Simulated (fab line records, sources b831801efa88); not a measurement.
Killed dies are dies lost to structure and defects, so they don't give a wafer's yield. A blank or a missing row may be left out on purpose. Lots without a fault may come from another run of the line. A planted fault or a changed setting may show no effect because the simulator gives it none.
Which tool did it? | flow sky130 | 11 lots, 33 wafers sampled, at 7 steps of a route of 708

WHAT THE GAUGES READ, wafer by wafer
SKY_LDD_HVP_OVL_MEAS_07. Usual: LDD_HVP_OVL 0.8 nm, standard deviation 1.4.
lot  | measured     | on         | LDD_HVP_OVL (nm) | flag
L789 | day 21 13:17 | overlay-01 | 0.9 0.5 1.6      |
L790 | day 22 01:52 | overlay-01 | 0.3 1.8 1.0      |
L792 | day 22 17:38 | overlay-02 | 1.6 -0.3 -0.4    |
L793 | day 22 23:23 | overlay-01 | -2.2 -1.2 -2.4   |
L794 | day 23 21:10 | overlay-01 | 1.0 0.7 0.7      |
L796 | day 24 05:01 | overlay-01 | 1.2 2.3 1.7      |
L797 | day 24 12:41 | overlay-01 | 1.0 -0.5 0.5     |
L798 | day 24 23:28 | overlay-02 | 1.8 2.3 -0.5     |
L802 | day 26 09:13 | overlay-01 | 0.4 2.1 0.3      |
L803 | day 26 16:20 | overlay-01 | -0.3 -1.2 -2.0   |
L809 | day 28 18:26 | overlay-01 | 1.3 0.3 0.8      |

SKY_POLY_CUT_OVL_MEAS_09. Usual: POLY_CUT_OVL 0 nm, standard deviation 6.3.
lot  | measured     | on         | POLY_CUT_OVL (nm) | flag
L789 | day 24 04:37 | overlay-01 | -7 1 -2           |
L790 | day 24 19:37 | overlay-02 | 5 0 2             |
L792 | day 25 08:19 | overlay-01 | 5 4 8             |
L793 | day 25 13:15 | overlay-01 | -6 -8 -11         |
L794 | day 26 11:00 | overlay-02 | 12 17 7           |
L796 | day 26 20:43 | overlay-01 | -2 -11 -10        |
L797 | day 27 08:30 | overlay-02 | 4 -1 7            |
L798 | day 27 14:36 | overlay-02 | -5 -1 -5          |
L802 | day 28 21:01 | overlay-02 | 13 2 6            |
L803 | day 29 04:46 | overlay-02 | -4 -5 8           |
L809 | day 31 04:58 | overlay-01 | 15 11 8           |

SKY_SD_P_TW_MEAS_11. Usual: SD_P_TW 2827, standard deviation 27.
lot  | measured     | on            | SD_P_TW        | flag
L789 | day 25 10:26 | film_metro-04 | 2788 2783 2782 |
L790 | day 26 01:06 | film_metro-04 | 2808 2789 2789 |
L792 | day 26 13:08 | film_metro-01 | 2844 2851 2841 |
L793 | day 26 17:58 | film_metro-01 | 2851 2843 2843 |
L794 | day 27 16:05 | film_metro-04 | 2796 2792 2793 |
L796 | day 28 01:49 | film_metro-04 | 2801 2783 2811 |
L797 | day 28 13:52 | film_metro-04 | 3103 3099 3096 | OFF
L798 | day 28 19:26 | film_metro-03 | 2849 2855 2874 |
L802 | day 30 01:35 | film_metro-03 | 3122 3134 3130 | OFF
L803 | day 30 09:15 | film_metro-03 | 3144 3131 3142 | OFF
L809 | day 32 08:53 | film_metro-03 | 2855 2867 2844 |

SKY_SD_N_RS_MEAS_17: measures by four-point-probe. Usual: SD_P_RS 147.2 ohm/sq, standard deviation 0.31.
lot  | measured     | on            | SD_P_RS (ohm/sq)  | flag
L789 | day 27 20:13 | film_metro-03 | 147.1 146.9 146.8 |
L790 | day 28 11:20 | film_metro-01 | 146.9 147.1 147.4 |
L792 | day 28 23:26 | film_metro-04 | 146.8 147.0 147.0 |
L793 | day 29 03:14 | film_metro-03 | 147.4 147.6 147.3 |
L794 | day 30 01:26 | film_metro-04 | 147.7 147.3 147.3 |
L796 | day 30 10:20 | film_metro-03 | 147.5 147.0 146.9 |
L797 | day 30 22:49 | film_metro-03 | 138.0 137.8 138.0 | OFF
L798 | day 31 03:55 | film_metro-04 | 147.3 147.0 146.8 |
L802 | day 32 09:14 | film_metro-01 | 138.0 137.9 138.4 | OFF
L803 | day 32 16:25 | film_metro-03 | 138.3 138.4 138.3 | OFF
L809 | day 34 14:29 | film_metro-03 | 147.3 147.3 147.9 |

WHICH TOOL RAN EACH LOT (tool, then ch and the chambers of the sampled wafers, then the start)
lot  | SKY_POLY_CUT_STRIP_12                | SKY_SD_P_IMPLANT_09             | SKY_SD_P_STRIP_10
L789 | plasma_asher-01 ch 0,1, day 24 04:45 | implanter-01 ch 0, day 25 10:14 | plasma_asher-01 ch 0,1, day 25 10:20
L790 | plasma_asher-04 ch 0,1, day 24 19:44 | implanter-03 ch 0, day 26 00:51 | plasma_asher-01 ch 0,1, day 26 01:00
L792 | plasma_asher-01 ch 0,1, day 25 08:26 | implanter-03 ch 0, day 26 12:53 | plasma_asher-04 ch 0,1, day 26 13:02
L793 | plasma_asher-03 ch 0,1, day 25 13:22 | implanter-03 ch 0, day 26 17:44 | plasma_asher-02 ch 1, day 26 17:51
L794 | plasma_asher-01 ch 0,1, day 26 11:07 | implanter-04 ch 0, day 27 15:52 | plasma_asher-02 ch 0,1, day 27 15:59
L796 | plasma_asher-01 ch 0,1, day 26 20:50 | implanter-04 ch 0, day 28 01:35 | plasma_asher-02 ch 0,1, day 28 01:42
L797 | plasma_asher-01 ch 0,1, day 27 08:38 | implanter-01 ch 0, day 28 13:20 | plasma_asher-02 ch 0,1, day 28 13:47
L798 | plasma_asher-04 ch 0,1, day 27 14:43 | implanter-03 ch 0, day 28 19:11 | plasma_asher-04 ch 0,1, day 28 19:20
L802 | plasma_asher-01 ch 0,1, day 28 21:08 | implanter-01 ch 0, day 30 01:02 | plasma_asher-04 ch 0,1, day 30 01:29
L803 | plasma_asher-04 ch 0,1, day 29 04:53 | implanter-04 ch 0, day 30 08:41 | plasma_asher-04 ch 0,1, day 30 09:09
L809 | plasma_asher-04 ch 0,1, day 31 05:05 | implanter-04 ch 0, day 32 08:38 | plasma_asher-04 ch 0,1, day 32 08:47
- SKY_POLY_CUT_STRIP_12: strips in O2/N2.
- SKY_SD_P_IMPLANT_09
- SKY_SD_P_STRIP_10: strips in O2/N2.

WHAT THE TOOLS THEMSELVES READ (means of the sampled wafers that have a number; where no wafer has one, the mark that the record gives instead)
SKY_POLY_CUT_STRIP_12. Usual: drypump_motor_current_A 5.9 A, standard deviation 0.63; oes_product_au 0.452 a.u., standard deviation 0.0044; strip_time_to_endpoint_s 5.356 s, standard deviation 0.018.
lot  | tool            | drypump_motor_current_A (A) | oes_product_au (a.u.) | strip_time_to_endpoint_s (s) | flag
L789 | plasma_asher-01 | 6.2                         | 0.455                 | 5.370                        |
L790 | plasma_asher-04 | 5.1                         | 0.452                 | 5.373                        |
L792 | plasma_asher-01 | 6.2                         | 0.456                 | 5.347                        |
L793 | plasma_asher-03 | 6.2                         | 0.450                 | 5.369                        |
L794 | plasma_asher-01 | 6.2                         | 0.454                 | 5.361                        |
L796 | plasma_asher-01 | 6.4                         | 0.453                 | 5.363                        |
L797 | plasma_asher-01 | 6.4                         | 0.448                 | 5.332                        |
L798 | plasma_asher-04 | 5.2                         | 0.454                 | 5.341                        |
L802 | plasma_asher-01 | 6.2                         | 0.454                 | 5.344                        |
L803 | plasma_asher-04 | 5.2                         | 0.456                 | 5.368                        |
L809 | plasma_asher-04 | 5.1                         | 0.451                 | 5.347                        |

SKY_SD_P_STRIP_10. Usual: drypump_motor_current_A 5.7 A, standard deviation 0.56; oes_product_au 0.617 a.u., standard deviation 0.0048; strip_time_to_endpoint_s 17.50 s, standard deviation 0.039.
lot  | tool            | drypump_motor_current_A (A) | oes_product_au (a.u.) | strip_time_to_endpoint_s (s) | flag
L789 | plasma_asher-01 | 6.4                         | 0.616                 | 17.54                        |
L790 | plasma_asher-01 | 6.2                         | 0.621                 | 17.47                        |
L792 | plasma_asher-04 | 5.2                         | 0.615                 | 17.49                        |
L793 | plasma_asher-02 | 5.4                         | 0.618                 | 17.48                        |
L794 | plasma_asher-02 | 5.5                         | 0.621                 | 17.46                        |
L796 | plasma_asher-02 | 5.5                         | 0.617                 | 17.52                        |
L797 | plasma_asher-02 | 5.5                         | 0.595                 | 18.92                        | OFF
L798 | plasma_asher-04 | 5.2                         | 0.618                 | 17.51                        |
L802 | plasma_asher-04 | 5.1                         | 0.585                 | 18.94                        | OFF
L803 | plasma_asher-04 | 5.1                         | 0.591                 | 18.98                        | OFF
L809 | plasma_asher-04 | 5.1                         | 0.619                 | 17.49                        |

THE ANSWER, worked out from the rows above alone
Rule: a lot is off if the mean of its wafers that have a number lies more than 3 standard deviations from the usual mean. A lot without any number at a reading at which 4 lots or more have one is off too. The other lots that the step has rows for count as sound. The gauges are gone through in route order, then the tools' own readings, and for those a lot's mean is taken as printed above. The first step at which some lot is off is used, and at that step the reading that is off furthest; a lot without a number counts as furthest.
Off: L797, L802, L803, at SKY_SD_P_TW_MEAS_11 (SD_P_TW).
A tool fits if, at a process step before that reading, it ran every lot that is off, and no sound lot after the first of them. The gauges at SKY_SD_P_TW_MEAS_11 aren't tried: what is off there is off at SKY_SD_P_STRIP_10 too, on other tools, and a gauge's error can't cause that. None of those tried fits.

WHAT THE SIMULATOR HAD PUT IN
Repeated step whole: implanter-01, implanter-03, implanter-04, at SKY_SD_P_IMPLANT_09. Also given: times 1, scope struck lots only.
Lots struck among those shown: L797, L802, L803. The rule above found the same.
